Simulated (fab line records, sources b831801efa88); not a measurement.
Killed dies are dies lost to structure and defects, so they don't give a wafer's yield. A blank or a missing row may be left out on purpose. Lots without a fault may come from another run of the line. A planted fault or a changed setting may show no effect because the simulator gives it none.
fab line records | flow sfq_line | part 2 of 2: steps 23 to 32 of 32
record lots=5 wafers=15 last_day=94
route steps=325 shown JJ@185 M5@198 A5B@209 R5@212
lots that met no fault: from a run of the same line without faults
start_h: hours from the record's first day to the start of the lot's first wafer shown | wait_h: hours since the lot's step before | " the same as in the row above | L1.1+2: a row that stands for several wafers | - no value, or no start given | * or withheld: withheld | < > ~ a bound
route shown NAME@n: a module of which the file shows steps, and the number in the route of the first | usual: mean/standard deviation of fault-free wafers | same: alike in all rows | chamber/n: place in a boat | sites: the reading at each site | _std_site: their standard deviation | _edge_site: outer sites' mean less inner sites' | radius_mm: how far each site lies from the wafer's centre | mask NAME#n: copy n | behind: the tool/chamber that last shaped the wafer | hold: why the lot was held/for how many hours/how that ended | device: the transistor (n, p or np) that didn't switch | end of line: the same wafers' tests at the end of the route | a step without rows: its recipe alone | killed: dies lost to structure and defects at the first sort, not the wafer's yield | map: a wafer's dies, x killed, . not, _ none there
set.NAME: the setting as run; set.NAME@STEP: as run at that earlier step | model.NAME: the simulator's own value behind a step, which no gauge read
lots at some steps of the route; a table a step, a row a wafer
services: from which hour (start_h, from the record's first day; less than 0 if before it) a tool's chamber was out of use, for how many hours, and why
## steps
# step SFQ_TRILAYER_M5_STRIP_STRIP_127
# recipe gas=O2 power_w=200 platen_temp_c=40 overash_fraction=0.65 chemistry=O2 pressure_mtorr=50
# usual chamber_pressure_mTorr=50.00/0.041 drypump_motor_current_A=5.9/0.5 oes_product_au=1.003/0.015
# columns lot.wafer tool chamber start_h wait_h chamber_pressure_mTorr drypump_motor_current_A oes_product_au rf_hours_counter_h
L078.1 rie_metal-04 0 1433.78 0.1 50.10 6.2 1.005 6
L078.3 " 1 " " 49.96 5.7 1.014 -
L078.6 " 1 " " 49.98 5.7 1.023 -
L079.4 rie_metal-04 0 1453.66 0.3 50.02 6.2 1.011 -
L079.5 " 1 " " 49.96 5.7 1.023 -
L079.6 " 0 " " 50.01 6.2 1.013 -
L082.2 rie_metal-03 1 1483.46 0.1 50.08 6.5 1.002 83
L082.3 " 1 " " 49.98 6.5 1.000 -
L082.5 " 0 " " 49.93 5.1 0.986 -
L087.3 rie_metal-03 0 1519.14 0.3 50.05 5.1 0.992 -
L087.4 " 1 " " 49.95 6.5 1.025 -
L087.6 " 0 " " 49.95 5.0 0.996 -
L097.3 rie_metal-02 1 1542.94 0.3 50.02 5.9 1.003 -
L097.5 " 0 " " 49.98 6.3 0.987 -
L097.6 " 1 " " 50.04 5.9 1.007 -
# step SFQ_TRILAYER_M5_STRIP_SOLV_CLEAN_128
# recipe chemistry=NMP temp_c=70 time_s=600
# columns lot.wafer tool chamber start_h wait_h
L078.1+3+6 wet_bench-02 5,0,7 1434.38 0.4
L079.4+5+6 wet_bench-03 6,7,3 1454.06 0.2
L082.2+3+5 wet_bench-04 1,0,2 1484.06 0.4
L087.3+4+6 wet_bench-02 5,0,2 1519.54 0.2
L097.3+5+6 wet_bench-03 1,4,5 1543.34 0.2
# step SFQ_TRILAYER_A5B_DEP_PECVD_129
# recipe material=SiO2 temp_c=150 time_s=133.33 pressure_torr=2.4 rf_w=183.3 precursor=SiH4/N2O target_thk_nm=600
# usual heater_power_w=91/15 throttle_valve_pct=24.5/1.2
# columns lot.wafer tool chamber start_h wait_h heater_power_w throttle_valve_pct
L078.1 pecvd-02 2 1434.57 0.0 97 27.4
L078.3 " 0 " " 97 23.7
L078.6 " 1 " " 100 24.1
L079.4 pecvd-02 1 1454.28 0.0 99 24.3
L079.5 " 2 " " 89 27.1
L079.6 " 0 " " 85 23.9
L082.2 pecvd-04 0 1484.24 0.0 68 23.9
L082.3 " 2 " " 110 23.4
L082.5 " 0 " " 69 23.8
L087.3 pecvd-02 1 1519.73 0.0 95 24.3
L087.4 " 0 " " 105 23.9
L087.6 " 1 " " 96 24.4
L097.3 pecvd-03 0 1543.52 0.0 94 22.6
L097.5 " 0 " " 101 22.8
L097.6 " 1 " " 95 24.8
# step SFQ_TRILAYER_A5B_CMP_CMP_130
# recipe stop_on=Nb down_force_psi=3 platen_rpm=60 target_thk_nm=340.7
# usual motor_current_A=10.2/0.74
# columns lot.wafer tool chamber start_h wait_h motor_current_A
L078.3 cmp-01 0 1435.16 0.5 11.2
L078.1 " 2 1436.16 1.5 11.0
L078.6 " 0 1437.16 2.5 10.1
L079.4 cmp-01 3 1458.91 4.6 9.3
L079.6 " 0 " " 10.7
L079.5 " 1 " " 9.5
L082.2 cmp-01 2 1484.83 0.5 10.5
L082.3 " 0 1485.83 1.5 10.6
L082.5 " 1 " " 9.9
L087.3 cmp-02 3 1519.82 0.0 10.6
L087.4 " 2 1521.32 1.5 9.2
L087.6 " 3 " " 10.3
L097.3 cmp-02 2 1543.61 0.0 9.3
L097.5 " 2 1545.61 2.0 8.8
L097.6 " 3 " " 10.0
# step SFQ_TRILAYER_A5B_METRO_MEASURE_131
# usual thk_nm=338/6.9
# columns lot.wafer tool chamber start_h wait_h thk_nm
L078.1 film_metro-01 - 1437.66 1.0 337
L078.3 " - " " 344
L078.6 " - " " 339
L079.4 film_metro-01 - 1461.01 1.6 338
L079.5 " - " " 344
L079.6 " - " " 346
L082.2 film_metro-03 - 1487.53 2.2 344
L082.3 " - " " 352
L082.5 " - " " 344
L087.3 film_metro-01 - 1523.22 2.9 341
L087.4 " - " " 341
L087.6 " - " " 340
L097.3 film_metro-03 - 1547.01 2.9 337
L097.5 " - " " 342
L097.6 " - " " 336
# step SFQ_TRILAYER_R5_DEP_SPUTTER_132
# recipe material=Ti base_pressure_pa=1.33e-06 target_thk_nm=5 power_w=2000 time_s=5 chamber_pressure_pa=0.4
# usual cathode_dc_power_W=2000.0/0.35 throttle_valve_pct=29.5/1.3
# columns lot.wafer tool chamber start_h wait_h cathode_dc_power_W throttle_valve_pct
L078.1 pvd_sputter-03 - 1438.86 1.0 2000.9 29.8
L078.3 " - " " 1999.9 29.0
L078.6 " - " " 1999.5 31.6
L079.4 pvd_sputter-03 - 1461.61 0.4 1999.6 30.7
L079.5 " - " " 2000.0 29.8
L079.6 " - " " 2000.3 29.2
L082.2 pvd_sputter-03 - 1488.53 0.8 2000.3 28.9
L082.3 " - " " 1999.7 31.8
L082.5 " - " " 1999.7 31.5
L087.3 pvd_sputter-05 - 1524.02 0.6 1999.7 28.0
L087.4 " - " " 2000.2 27.3
L087.6 " - " " 1999.4 28.4
L097.3 pvd_sputter-04 - 1547.81 0.6 2000.2 29.0
L097.5 " - " " 2000.2 29.7
L097.6 " - " " 2000.0 29.7
# step SFQ_TRILAYER_R5_DEP_SPUTTER_133
# recipe material=MoNx base_pressure_pa=1.33e-06 target_thk_nm=40 power_w=1000 time_s=66.7 chamber_pressure_pa=0.4
# usual cathode_dc_power_W=1000.0/0.16 throttle_valve_pct=29.5/1.3
# columns lot.wafer tool chamber start_h wait_h cathode_dc_power_W throttle_valve_pct
L078.1 pvd_sputter-03 - 1438.88 0.0 1000.0 30.1
L078.3 " - " " 1000.1 29.1
L078.6 " - " " 999.93 31.6
L079.4 pvd_sputter-03 - 1461.63 0.0 1000.1 30.7
L079.5 " - " " 1000.2 30.1
L079.6 " - " " 999.91 29.5
L082.2 pvd_sputter-03 - 1488.55 0.0 999.89 29.4
L082.3 " - " " 999.85 31.6
L082.5 " - " " 999.89 31.8
L087.3 pvd_sputter-05 - 1524.04 0.0 999.94 28.3
L087.4 " - " " 999.67 27.4
L087.6 " - " " 999.89 28.2
L097.3 pvd_sputter-04 - 1547.83 0.0 999.96 29.2
L097.5 " - " " 1000.1 29.7
L097.6 " - " " 1000.2 30.0
# step SFQ_TRILAYER_R5_DEP_SPUTTER_134
# recipe material=Ti base_pressure_pa=1.33e-06 target_thk_nm=5 power_w=2000 time_s=5 chamber_pressure_pa=0.4
# usual cathode_dc_power_W=2000.0/0.35 throttle_valve_pct=29.5/1.3
# columns lot.wafer tool chamber start_h wait_h cathode_dc_power_W throttle_valve_pct
L078.1 pvd_sputter-03 - 1438.93 0.0 2000.1 30.0
L078.3 " - " " 1999.7 29.3
L078.6 " - " " 1999.7 31.7
L079.4 pvd_sputter-03 - 1461.68 0.0 2000.8 30.8
L079.5 " - " " 1999.9 29.9
L079.6 " - " " 2000.0 29.5
L082.2 pvd_sputter-03 - 1488.60 0.0 2000.0 29.2
L082.3 " - " " 1999.7 31.7
L082.5 " - " " 2000.4 31.7
L087.3 pvd_sputter-05 - 1524.10 0.0 1999.4 28.2
L087.4 " - " " 2000.6 27.7
L087.6 " - " " 2000.1 28.4
L097.3 pvd_sputter-04 - 1547.88 0.0 1999.8 29.1
L097.5 " - " " 1999.9 29.9
L097.6 " - " " 2000.4 29.6
# step SFQ_R5_RS_MEAS_933
# recipe thk_meas_gauge=four-point-probe reads=Ti_of_TRILAYER_R5_DEP_SPUTTER_134+MoNx_of_TRILAYER_R5_DEP_SPUTTER_133+Ti_of_TRILAYER_R5_DEP_SPUTTER_132
# usual R5_MONX_RS=7.06/0.1
# columns lot.wafer tool chamber start_h wait_h R5_MONX_RS[ohm/sq]
L078.1 film_metro-02 - 1438.95 0.0 7.04
L078.3 " - " " 7.17
L078.6 " - " " 7.08
L079.4 film_metro-03 - 1461.76 0.1 7.04
L079.5 " - " " 7.03
L079.6 " - " " 7.13
L082.2 film_metro-04 - 1488.64 0.0 7.06
L082.3 " - " " 7.07
L082.5 " - " " 7.07
L087.3 film_metro-03 - 1524.15 0.0 7.01
L087.4 " - " " 7.09
L087.6 " - " " 7.03
L097.3 film_metro-02 - 1547.94 0.0 6.90
L097.5 " - " " 6.96
L097.6 " - " " 6.91
# step SFQ_R5_THK_MEAS_934
# recipe thk_meas_gauge=xrf reads=MoNx_of_TRILAYER_R5_DEP_SPUTTER_133
# usual R5_MONX_THK=39.4/0.64
# columns lot.wafer tool chamber start_h wait_h R5_MONX_THK[nm]
L078.1 film_metro-02 - 1439.07 0.1 39.5
L078.3 " - " " 38.9
L078.6 " - " " 39.3
L079.4 film_metro-03 - 1461.85 0.1 39.4
L079.5 " - " " 39.6
L079.6 " - " " 39.0
L082.2 film_metro-04 - 1488.75 0.1 39.3
L082.3 " - " " 39.3
L082.5 " - " " 39.2
L087.3 film_metro-03 - 1524.25 0.1 39.4
L087.4 " - " " 39.5
L087.6 " - " " 39.3
L097.3 film_metro-02 - 1548.04 0.1 40.6
L097.5 " - " " 40.3
L097.6 " - " " 40.8
## services
# columns tool chamber start_h hours kind
rie_metal-04 - 1210.46 2.8 pm
rie_metal-04 0 1214.48 5.4 repair
rie_metal-03 - 1225.46 0.5 repair
krf_scanner-01 - 1236.95 1.3 pm
rie_metal-02 - 1239.18 1.7 repair
rie_metal-03 - 1245.04 0.3 repair
rie_metal-03 0 1274.25 9.2 repair
rie_metal-02 0 1280.82 11.2 repair
rie_metal-04 - 1292.35 6.3 repair
krf_scanner-01 - 1298.72 0.8 pm
krf_scanner-01 - 1311.47 4.0 pm
rie_metal-03 - 1311.55 1.4 pm
krf_scanner-01 - 1333.85 1.0 pm
krf_scanner-01 - 1336.84 0.3 repair
rie_metal-04 - 1401.26 28.1 pm
krf_scanner-01 - 1411.36 7.2 pm
krf_scanner-01 - 1418.56 1.3 pm
rie_metal-02 - 1441.62 0.4 repair
krf_scanner-01 - 1446.75 2.1 repair
rie_metal-02 - 1448.86 2.8 pm
rie_metal-04 1 1468.30 20.7 repair
pvd_sputter-03 - 1468.49 1.2 repair
rie_metal-02 - 1518.85 2.0 repair
rie_metal-02 1 1521.99 1.1 repair
